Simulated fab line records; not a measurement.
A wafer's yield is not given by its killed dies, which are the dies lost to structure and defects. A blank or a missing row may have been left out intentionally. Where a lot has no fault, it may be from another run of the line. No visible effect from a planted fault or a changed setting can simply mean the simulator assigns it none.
fab line records	flow sky130
record lots=6	wafers=17	last-day=48
route steps=708 shown LDD_HVN@270 LDD_HVP@278 LDD_LDN@289 SPACER@304 POLY_CUT@307 PAD_OPEN@708
lots with no fault: from the same line, run without faults
start-h: start of the lot's first displayed wafer, in hours after the record's first day	wait-h: hours from the lot's prior step to this one	" same as the row above	L1.1+2: a single row standing in for several wafers	- no value, or no start was given	* or withheld: withheld	< > ~ a bound
route shown NAME@n: NAME is a module with steps in the file, n the number in the route of the first one	usual: mean and standard deviation over wafers with no fault	same: alike in all rows	chamber/n: place in a boat	sites: readings site by site	_std_site: their standard deviation	_edge_site: outer sites' mean less inner sites'	radius-mm: for every site, how far away it sits from the centre of the wafer	mask NAME#n: copy n	behind: tool/chamber where the wafer was last shaped	hold: what put the lot on hold/how long, in hours/how the hold closed	device: transistor that didn't switch, given as n, p or np	end of line: the tests these same wafers got at the end of their route	step lacking rows: just its recipe	killed: dies lost to structure and defects at the first sort, not the wafer's yield	map: the dies of a wafer, with x for killed, . for not killed, _ for no die there
set.NAME: setting as actually run; set.NAME@STEP: the setting as run at that earlier step	model.NAME: the simulator's own value behind a step, which no gauge read
lots at some steps of the route; a table a step, a row a wafer
services: when a tool's chamber went out of use (start-h, in hours from the record's first day, below 0 if earlier), for how many hours, and the reason
## steps
# step SKY_LDD_HVN_SOFTBAKE_03
# recipe temp-c=90	time-s=60	resist=NOVOLAK
# step SKY_LDD_HVN_EXPOSE_04
# recipe mask-id=HVNTM	na=0.6	source-shape=conventional	sigma-outer=0.6	polarization=unpolarized	target-cd-nm=700	dose-mj=127
# step SKY_LDD_HVN_PEB_05
# recipe temp-c=withheld	time-s=*	resist=NOVOLAK
# step SKY_LDD_HVN_DEVELOP_06
# recipe resist=NOVOLAK	developer=TMAH	develop-time-s=60	dev-temp-c=23
# step SKY_LDD_HVN_OVL_MEAS_07
# usual LDD_HVN_OVL=-0.2/1.3
lot.wafer	tool	chamber	start-h	wait-h	LDD_HVN_OVL[nm]
L564.1	overlay-02	-	497.91	0.1	-0.4
L564.2	"	-	"	"	0.7
L564.4	"	-	"	"	0.0
L565.2	overlay-02	-	503.66	0.1	-2.5
L565.5	"	-	"	"	-1.6
L565.6	"	-	"	"	-1.1
L567.1	overlay-01	-	517.91	0.1	1.4
L567.5	"	-	"	"	2.0
L567.6	"	-	"	"	0.2
L566.3	overlay-01	-	518.22	0.1	-2.4
L566.5	"	-	"	"	-0.4
L566.6	"	-	"	"	-1.9
L571.2	overlay-02	-	553.67	0.1	0.7
L571.3	"	-	"	"	0.0
L571.5	"	-	"	"	-1.1
L574.2	overlay-02	-	573.22	0.1	0.2
L574.6	"	-	"	"	-0.5
# step SKY_LDD_HVN_IMPLANT_08
# recipe species=P	energy-kev=60	dose-cm2=3e+13	tilt-deg=40
# step SKY_LDD_HVN_STRIP_09
# recipe chemistry=O2/N2	power-w=1400	pressure-mtorr=1500	platen-temp-c=withheld	o2-flow-sccm=3000	n2-flow-sccm=300	overash-fraction=0.5
# usual drypump-motor-current-A=5.74/0.23	o2-flow-sccm=3001/9.1	oes-product-au=0.409/0.0049	strip-time-to-endpoint-s=4.143/0.016
lot.wafer	tool	chamber	start-h	wait-h	drypump-motor-current-A	o2-flow-sccm	oes-product-au	rf-hours-counter-h	strip-time-to-endpoint-s
L564.1	plasma-asher-01	1	498.10	0.1	5.72	2988	0.413	73	4.127
L564.2	"	0	"	"	5.27	2996	0.416	73	4.144
L564.4	"	0	"	"	5.29	2980	0.409	-	4.148
L565.2	plasma-asher-01	0	503.84	0.1	5.27	3000	0.402	73	4.148
L565.5	"	1	"	"	5.77	3001	0.413	-	4.156
L565.6	"	0	"	"	5.25	3000	0.406	-	4.157
L567.1	plasma-asher-03	0	518.10	0.1	5.85	3004	0.410	9	4.135
L567.5	"	0	"	"	5.85	2995	0.401	-	4.127
L567.6	"	1	"	"	5.97	2997	0.405	-	4.129
L566.3	plasma-asher-01	0	518.43	0.1	5.30	3000	0.413	-	4.152
L566.5	"	1	"	"	5.72	3006	0.413	-	4.147
L566.6	"	0	"	"	5.30	3003	0.412	-	4.151
L571.2	plasma-asher-04	0	553.85	0.1	5.75	3005	0.411	86	4.139
L571.3	"	0	"	"	5.77	2996	0.413	-	4.157
L571.5	"	1	"	"	5.83	3018	0.416	-	4.166
L574.2	plasma-asher-01	1	573.40	0.1	5.74	3012	0.413	80	4.146
L574.6	"	1	"	"	5.69	2994	0.418	-	4.155
# step SKY_LDD_HVN_TW_MEAS_10
# usual LDD_HVN_TW=1433/11
lot.wafer	tool	chamber	start-h	wait-h	LDD_HVN_TW
L564.1	film-metro-02	-	498.20	0.1	1444
L564.2	"	-	"	"	1446
L564.4	"	-	"	"	1455
L565.2	film-metro-02	-	503.95	0.1	1454
L565.5	"	-	"	"	1455
L565.6	"	-	"	"	1446
L567.1	film-metro-01	-	518.20	0.1	1425
L567.5	"	-	"	"	1432
L567.6	"	-	"	"	1430
L566.3	film-metro-03	-	518.52	0.1	1431
L566.5	"	-	"	"	1431
L566.6	"	-	"	"	1440
L571.2	film-metro-03	-	553.96	0.1	1437
L571.3	"	-	"	"	1444
L571.5	"	-	"	"	1428
L574.2	film-metro-01	-	573.51	0.1	1438
L574.6	"	-	"	"	1432
# step SKY_LDD_HVP_DEHYDRATE_00
# recipe temp-c=200	time-s=60
# step SKY_LDD_HVP_HMDS_01
# recipe prime-time-s=60	prime-temp-c=120
# step SKY_LDD_HVP_COAT_02
# recipe resist=NOVOLAK	spin-rpm=3000	resist-thk-nm=300
# step SKY_LDD_HVP_SOFTBAKE_03
# recipe temp-c=90	time-s=60	resist=NOVOLAK
# step SKY_LDD_HVP_EXPOSE_04
# recipe mask-id=HVPTM	na=0.6	source-shape=conventional	sigma-outer=0.6	polarization=unpolarized	target-cd-nm=700	dose-mj=86
# usual exposure-dose-mJ-cm2=86.01/0.072
lot.wafer	tool	chamber	start-h	wait-h	mask	exposure-dose-mJ-cm2
L564.1	iline-stepper-01	0	513.44	-	HVPTM#0	85.99
L564.2	"	0	"	"	HVPTM#0	86.09
L564.4	"	0	"	"	HVPTM#0	86.02
L565.2	iline-stepper-01	0	519.96	-	HVPTM#0	85.99
L565.5	"	0	"	"	HVPTM#0	86.13
L565.6	"	0	"	"	HVPTM#0	86.04
L567.1	iline-stepper-02	0	532.94	-	HVPTM#0	85.88
L567.5	"	0	"	"	HVPTM#0	86.05
L567.6	"	0	"	"	HVPTM#0	86.08
L566.3	iline-stepper-01	0	533.62	-	HVPTM#0	86.03
L566.5	"	0	"	"	HVPTM#0	85.90
L566.6	"	0	"	"	HVPTM#0	86.07
L571.2	iline-stepper-02	0	568.29	-	HVPTM#0	85.94
L571.3	"	0	"	"	HVPTM#0	85.85
L571.5	"	0	"	"	HVPTM#0	86.01
L574.2	iline-stepper-02	0	588.41	-	HVPTM#0	86.00
L574.6	"	0	"	"	HVPTM#0	85.99
# step SKY_LDD_HVP_PEB_05
# recipe temp-c=withheld	time-s=*	resist=NOVOLAK
# step SKY_LDD_HVP_DEVELOP_06
# recipe resist=NOVOLAK	developer=TMAH	develop-time-s=60	dev-temp-c=23
# step SKY_LDD_HVP_OVL_MEAS_07
# usual LDD_HVP_OVL=0.2/1.4
lot.wafer	tool	chamber	start-h	wait-h	LDD_HVP_OVL[nm]
L564.1	overlay-02	-	527.87	0.1	-1.4
L564.2	"	-	"	"	-0.7
L564.4	"	-	"	"	-0.5
L565.2	overlay-02	-	534.04	0.1	-0.7
L565.5	"	-	"	"	0.3
L565.6	"	-	"	"	-0.9
L567.1	overlay-02	-	548.24	0.1	-0.5
L567.5	"	-	"	"	2.1
L567.6	"	-	"	"	-1.1
L566.3	overlay-01	-	548.78	0.1	-1.0
L566.5	"	-	"	"	-1.5
L566.6	"	-	"	"	-1.4
L571.2	overlay-02	-	583.62	0.1	-0.3
L571.3	"	-	"	"	0.6
L571.5	"	-	"	"	-0.8
L574.2	overlay-01	-	602.14	0.1	1.1
L574.6	"	-	"	"	2.4
# step SKY_LDD_HVP_IMPLANT_08
# recipe species=B	energy-kev=20	dose-cm2=1.7e+13	tilt-deg=17.9
# step SKY_LDD_HVP_STRIP_09
# recipe chemistry=O2/N2	power-w=1400	pressure-mtorr=1500	platen-temp-c=withheld	o2-flow-sccm=3000	n2-flow-sccm=300	overash-fraction=0.5
# usual drypump-motor-current-A=5.8/0.37	o2-flow-sccm=3000/9.1	oes-product-au=0.408/0.0049	strip-time-to-endpoint-s=4.136/0.015
lot.wafer	tool	chamber	start-h	wait-h	drypump-motor-current-A	o2-flow-sccm	oes-product-au	rf-hours-counter-h	strip-time-to-endpoint-s
L564.1	plasma-asher-03	1	528.05	0.1	6.0	3004	0.409	10	4.127
L564.2	"	0	"	"	5.8	3020	0.409	10	4.111
L564.4	"	1	"	"	6.0	3017	0.411	-	4.121
L565.2	plasma-asher-03	0	534.22	0.1	5.8	2996	0.411	11	4.126
L565.5	"	0	"	"	5.8	3005	0.412	-	4.124
L565.6	"	1	"	"	6.0	2990	0.404	-	4.117
L567.1	plasma-asher-01	1	548.42	0.1	5.7	3001	0.394	77	4.119
L567.5	"	0	"	"	5.3	3010	0.405	-	4.118
L567.6	"	1	"	"	5.7	3009	0.416	-	4.134
L566.3	plasma-asher-03	0	548.99	0.1	5.8	2994	0.414	-	4.147
L566.5	"	0	"	"	5.8	3009	0.401	-	4.129
L566.6	"	1	"	"	5.9	3012	0.404	-	4.148
L571.2	plasma-asher-01	0	583.80	0.1	5.2	3013	0.402	81	4.126
L571.3	"	0	"	"	5.3	3002	0.417	-	4.135
L571.5	"	1	"	"	5.8	2972	0.410	-	4.126
L574.2	plasma-asher-02	0	602.32	0.1	6.6	3000	0.411	43	4.154
L574.6	"	0	"	"	6.6	2995	0.411	-	4.142
# step SKY_LDD_HVP_TW_MEAS_10
# usual LDD_HVP_TW=456/3.8
lot.wafer	tool	chamber	start-h	wait-h	LDD_HVP_TW
L564.1	film-metro-04	-	528.15	0.1	461
L564.2	"	-	"	"	459
L564.4	"	-	"	"	460
L565.2	film-metro-04	-	534.33	0.1	457
L565.5	"	-	"	"	459
L565.6	"	-	"	"	462
L567.1	film-metro-01	-	548.52	0.1	454
L567.5	"	-	"	"	454
L567.6	"	-	"	"	455
L566.3	film-metro-03	-	549.07	0.1	451
L566.5	"	-	"	"	453
L566.6	"	-	"	"	453
L571.2	film-metro-01	-	583.91	0.1	454
L571.3	"	-	"	"	456
L571.5	"	-	"	"	454
L574.2	film-metro-01	-	602.43	0.1	455
L574.6	"	-	"	"	455
# step SKY_LDD_LDN_DEHYDRATE_00
# recipe temp-c=200	time-s=60
# step SKY_LDD_LDN_HMDS_01
# recipe prime-time-s=60	prime-temp-c=120
# step SKY_LDD_LDN_COAT_02
# recipe resist=NOVOLAK	spin-rpm=3000	resist-thk-nm=1140
# step SKY_LDD_LDN_SOFTBAKE_03
# recipe temp-c=90	time-s=60	resist=NOVOLAK
# step SKY_LDD_LDN_EXPOSE_04
# recipe mask-id=LDNTM	na=0.6	source-shape=conventional	sigma-outer=0.6	polarization=unpolarized	target-cd-nm=700	dose-mj=140
# step SKY_LDD_LDN_PEB_05
# recipe temp-c=withheld	time-s=*	resist=NOVOLAK
# step SKY_LDD_LDN_DEVELOP_06
# recipe resist=NOVOLAK	developer=TMAH	develop-time-s=60	dev-temp-c=23
# step SKY_LDD_LDN_OVL_MEAS_07
# usual LDD_LDN_OVL=-0.2/1.3
lot.wafer	tool	chamber	start-h	wait-h	LDD_LDN_OVL[nm]
L564.1	overlay-01	-	557.77	0.2	0.8
L564.2	"	-	"	"	2.4
L564.4	"	-	"	"	0.4
L565.2	overlay-01	-	563.79	0.1	1.6
L565.5	"	-	"	"	1.6
L565.6	"	-	"	"	0.4
L567.1	overlay-01	-	577.31	0.1	0.8
L567.5	"	-	"	"	1.0
L567.6	"	-	"	"	0.2
L566.3	overlay-02	-	578.82	0.1	0.0
L566.5	"	-	"	"	0.2
L566.6	"	-	"	"	0.5
L571.2	overlay-01	-	613.31	0.1	1.0
L571.3	"	-	"	"	-0.3
L571.5	"	-	"	"	0.7
L574.2	overlay-02	-	631.32	0.1	-3.2
L574.6	"	-	"	"	-0.5
# step SKY_LDD_LDN_IMPLANT_08
# recipe species=As	energy-kev=15	dose-cm2=1.25e+13	tilt-deg=withheld	rotation-deg=23
# step SKY_LDD_LDN_IMPLANT_09
# recipe species=As	energy-kev=15	dose-cm2=1.25e+13	tilt-deg=withheld	rotation-deg=113
# step SKY_LDD_LDN_IMPLANT_10
# recipe species=As	energy-kev=15	dose-cm2=1.25e+13	tilt-deg=withheld	rotation-deg=203
# step SKY_LDD_LDN_IMPLANT_11
# recipe species=As	energy-kev=15	dose-cm2=1.25e+13	tilt-deg=withheld	rotation-deg=293
# step SKY_LDD_LDN_STRIP_12
# recipe chemistry=O2/N2	power-w=1400	pressure-mtorr=1500	platen-temp-c=withheld	o2-flow-sccm=3000	n2-flow-sccm=300	overash-fraction=0.5
# usual drypump-motor-current-A=5.7/0.32	o2-flow-sccm=3000/9.7	oes-product-au=0.716/0.0045	strip-time-to-endpoint-s=14.19/0.036
lot.wafer	tool	chamber	start-h	wait-h	drypump-motor-current-A	o2-flow-sccm	oes-product-au	rf-hours-counter-h	strip-time-to-endpoint-s
L564.1	plasma-asher-04	1	558.40	0.1	5.9	3009	0.712	87	14.20
L564.2	"	0	"	"	5.8	2988	0.717	87	14.21
L564.4	"	1	"	"	5.9	3002	0.715	-	14.22
L565.2	plasma-asher-01	1	564.42	0.1	5.7	3002	0.713	79	14.19
L565.5	"	0	"	"	5.3	2989	0.721	-	14.17
L565.6	"	1	"	"	5.7	3009	0.713	-	14.18
L567.1	plasma-asher-04	0	577.95	0.1	5.8	3010	0.718	89	14.15
L567.5	"	0	"	"	5.8	2999	0.715	-	14.16
L567.6	"	1	"	"	5.9	3000	0.718	-	14.14
L566.3	plasma-asher-01	1	579.48	0.1	5.7	3015	0.719	-	14.19
L566.5	"	0	"	"	5.2	3003	0.723	-	14.21
L566.6	"	1	"	"	5.7	2991	0.710	-	14.23
L571.2	plasma-asher-04	0	613.94	0.1	5.8	2986	0.711	92	14.13
L571.3	"	1	"	"	5.8	2975	0.710	-	14.20
L571.5	"	0	"	"	5.7	2998	0.714	-	14.16
L574.2	plasma-asher-04	0	631.95	0.1	5.8	2998	0.716	94	14.23
L574.6	"	0	"	"	5.8	3001	0.715	-	14.23
# step SKY_LDD_LDN_TW_MEAS_13
# usual LDD_LDN_TW=1487/10
lot.wafer	tool	chamber	start-h	wait-h	LDD_LDN_TW
L564.1	film-metro-04	-	558.50	0.1	1481
L564.2	"	-	"	"	1488
L564.4	"	-	"	"	1485
L565.2	film-metro-02	-	564.53	0.1	1506
L565.5	"	-	"	"	1500
L565.6	"	-	"	"	1501
L567.1	film-metro-01	-	578.05	0.1	1473
L567.5	"	-	"	"	1472
L567.6	"	-	"	"	1476
L566.3	film-metro-04	-	579.57	0.1	1486
L566.5	"	-	"	"	1482
L566.6	"	-	"	"	1488
L571.2	film-metro-02	-	614.05	0.1	1490
L571.3	"	-	"	"	1497
L571.5	"	-	"	"	1492
L574.2	film-metro-04	-	632.06	0.1	1497
L574.6	"	-	"	"	1498
# step SKY_LDD_LDN_CLEAN_14
# recipe chemistry=SC1/SC2	mix=1:4:20	temp-c=70	time-s=150	dry=n2-spin
# step SKY_SPACER_CVD_00
# recipe material=Si3N4	precursor=DCS/NH3	target-thk-nm=43.1	temp-c=770	time-s=740	pressure-mtorr=250
# step SKY_SPACER_THK_MEAS_01
# recipe reads=Si3N4_of_SPACER_CVD_00
# usual SPACER_CVD_00_THK=43.2/0.38
lot.wafer	tool	chamber	start-h	wait-h	SPACER_CVD_00_THK[nm]
L564.1	film-metro-04	-	560.48	0.0	43.5
L564.2	"	-	"	"	43.2
L564.4	"	-	"	"	43.0
L565.2	film-metro-02	-	565.85	0.0	43.7
L565.5	"	-	"	"	43.2
L565.6	"	-	"	"	43.5
L567.1	film-metro-04	-	579.36	0.0	43.5
L567.5	"	-	"	"	43.4
L567.6	"	-	"	"	43.3
L566.3	film-metro-02	-	580.89	0.0	43.4
L566.5	"	-	"	"	42.9
L566.6	"	-	"	"	43.6
L571.2	film-metro-03	-	616.20	0.0	43.1
L571.3	"	-	"	"	43.0
L571.5	"	-	"	"	43.2
L574.2	film-metro-04	-	633.77	0.0	42.8
L574.6	"	-	"	"	42.8
# step SKY_SPACER_ETCHBACK_02
# recipe chemistry=CH3F/O2	target=Si3N4	stop-on=SiO2	source-w=400	bias-w=80	pressure-mtorr=25	ch3f-flow-sccm=40	O2_flow_sccm=30	time-s=46.7	target-depth-a=450
# usual bias-w=80.00/0.26	drypump-motor-current-A=5.6/0.54	oes-product-au=0.857/0.006	throttle-valve-pct=10.563/0.009
lot.wafer	tool	chamber	start-h	wait-h	bias-w	drypump-motor-current-A	oes-product-au	rf-hours-counter-h	throttle-valve-pct
L564.1	rie-diel-01	1	560.54	0.1	79.86	5.8	0.855	0	10.578
L564.2	"	0	"	"	80.13	5.0	0.857	2	10.566
L564.4	"	3	"	"	80.24	6.2	0.850	3	10.543
L565.2	rie-diel-03	1	565.90	0.0	80.02	4.8	0.856	4	10.551
L565.5	"	2	"	"	80.04	5.7	0.854	-	10.562
L565.6	"	1	"	"	80.03	4.8	0.862	-	10.556
L567.1	rie-diel-04	0	579.42	0.1	79.98	6.0	0.862	1	10.579
L567.5	"	1	"	"	79.83	5.3	0.860	-	10.564
L567.6	"	2	"	"	79.66	5.6	0.863	-	10.547
L566.3	rie-diel-01	0	580.93	0.0	80.12	5.0	0.852	2	10.564
L566.5	"	3	"	"	80.00	6.2	0.849	-	10.559
L566.6	"	0	"	"	79.90	5.0	0.856	-	10.567
L571.2	rie-diel-04	1	616.25	0.0	80.12	5.3	0.856	5	10.563
L571.3	"	3	"	"	80.22	5.7	0.867	26	10.560
L571.5	"	2	"	"	79.52	5.6	0.855	-	10.564
L574.2	rie-diel-03	3	633.82	0.0	80.29	6.4	0.850	5	10.555
L574.6	"	3	"	"	80.19	6.4	0.846	-	10.568
# step SKY_POLY_CUT_DEHYDRATE_00
# recipe temp-c=200	time-s=60
# step SKY_POLY_CUT_HMDS_01
# recipe prime-time-s=60	prime-temp-c=120
# step SKY_POLY_CUT_COAT_02
# recipe resist=BARC	temp-c=withheld	time-s=withheld	spin-rpm=3000	resist-thk-nm=60
# step SKY_POLY_CUT_COAT_03
# recipe resist=KrF-thick	spin-rpm=3000	resist-thk-nm=450
# step SKY_POLY_CUT_SOFTBAKE_04
# recipe temp-c=100	time-s=90	resist=KrF-thick
# step SKY_PAD_OPEN_PROBE_99
# usual killed_at_M0_to_M3=45/7.3	killed_at_M4_up=3.2/1.8	killed-at-contacts=25/5.5	killed-at-front-end=15/4.2	killed-at-other=0.3/0.69	killed-dies=89/9.4	killed-open=49/6.6	killed-short=40/6.4
# same gross-dies=492	killed-at-back-side=0
lot.wafer	tool	chamber	start-h	wait-h	killed_at_M0_to_M3	killed_at_M4_up	killed-at-contacts	killed-at-front-end	killed-at-other	killed-dies	killed-open	killed-short
L571.2	prober-02	-	1132.62	0.1	39	7	17	43	2	108	38	43
L574.2	prober-01	-	1145.89	0.1	44	1	19	30	0	94	38	35
L574.6	prober-01	-	1146.09	0.2	55	3	22	34	1	115	49	44
# killed by level:class
L571.2 LDD_HVP:area-expose=26 METAL2:geometric-particle:short=9 VIA1:geometric-particle:open=8 CONTACT:geometric-particle:open=6 METAL4:geometric-particle:short=6 FIELD_ISO:geometric-particle:short=5 LI_CONTACT:geometric-particle:open=5 VIA2:geometric-particle:open=5
L574.2 LDD_HVP:area-expose=20 VIA2:geometric-particle:open=8 LI_CONTACT:geometric-particle:short=6 LI_CONTACT:geometric-particle:open=6 VIA1:geometric-particle:open=6 VIA3:geometric-particle:open=6 METAL2:geometric-particle:short=5 CONTACT:geometric-particle:open=5
L574.6 LDD_HVP:area-expose=19 METAL1:geometric-particle:short=11 VIA2:geometric-particle:open=10 LI_CONTACT:geometric-particle:open=9 VIA1:geometric-particle:open=9 CONTACT:geometric-particle:open=8 METAL2:geometric-particle:short=7 VIA2:geometric-particle:short=5
# map L571.2 (x killed, . not)
__________...x.....x_________
________...x.....x.x.._______
______.................x_____
_____.............xx.x...____
____.............x....x...___
___.........x..x.x.x.......__
__......x..................._
_......x..xx...x..xxx......x.
_.....x...............x....x.
_x........x.......xx.........
_...........x...x...x.x.....x
_xx........x...x..x..x.......
_.........x.x.x..............
_xx...........x..............
_....x....x..x...xx...xxxxx..
__..........x...x..x.x..x..._
___..x..xxxx.x..x...x.xx..x__
____x.x.x.x.......xxx..xxx___
_____...x..x.x.x.xxx.....____
______.......xx.x...x..._____
________x..x...x.xx.xx_______
__________...xxxxx.x_________
# map L574.6 (x killed, . not)
__________........x._________
________.x.x...x...x.._______
______....x....x...xx..x_____
_____..x...x.x...........____
____.....xx..x....x.......___
___..x.......x...xx.x......__
__....x.x..............xx..._
_..x...x.x.x...x.............
_...........x.x.x......x.....
_.....x.....x........x...x...
_....x....x..xx..x........x.x
_..x.x............x..........
_..x.x...x........xx......x..
_x..x........xx.........x..xx
_..x.....xx..x......x.....xx.
__.....x....x.x..x..x.x.xx.x_
___.x.x.........x.x..xx.x..__
____x..x..x..x.x...x......___
_____.......xx..x......xx____
______x.x....xxx.x.x...x_____
________x...x.x...xx.x_______
__________x...x..xxx_________
## services
tool	chamber	start-h	hours	kind
plasma-asher-02	-	485.15	2.9	repair
rie-diel-01	3	492.55	31.3	repair
rie-diel-03	2	503.82	3.5	repair
rie-diel-04	0	512.02	-	clean
rie-diel-04	0	512.02	23.2	scheduled-down
rie-diel-04	0	512.02	23.2	vent-cycle
rie-diel-03	3	513.85	1.4	repair
rie-diel-01	1	527.97	-	clean
rie-diel-01	1	527.97	25.5	scheduled-down
rie-diel-01	1	527.97	25.5	vent-cycle
rie-diel-03	2	551.96	3.6	repair
iline-stepper-01	0	558.01	-	calibration
iline-stepper-01	-	561.98	4.4	pm
iline-stepper-01	-	566.43	8.9	pm
plasma-asher-01	-	599.68	2.8	pm
iline-stepper-02	-	599.80	1.7	pm
rie-diel-01	-	602.73	15.6	pm
iline-stepper-02	0	604.86	-	calibration
rie-diel-04	0	605.63	4.7	repair
iline-stepper-01	-	622.29	1.7	repair
rie-diel-01	1	622.82	15.3	repair
## key
first-sign step=SKY_PAD_OPEN_PROBE_99	reading=killed-at-front-end	direction=up	sigmas=4.8	usual=15	struck=36
more-kills-born-at SKY_LDD_HVP_EXPOSE_04@iline-stepper-02=65
met-at SKY_LDD_HVP_EXPOSE_04
struck-wafers L571.2,L574.2,L574.6
tester-left-out L571,L574
onset-between 532.94 568.29
fault kind=process-parameter-drift	tool=iline-stepper-02	chamber=-	onset-h=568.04	steps=SKY_LDD_HVP_EXPOSE_04	channel=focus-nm	offset=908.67	shape=step	end-h=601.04	scope=struck-wafers-only
# tester-left-out: of these lots the tester's yield and bins aren't shown, on N5 and GAA mostly nor the transistor test; their killed dies are dies lost to structure and defects alone, not to doping, threshold or leakage, so they don't give the yield
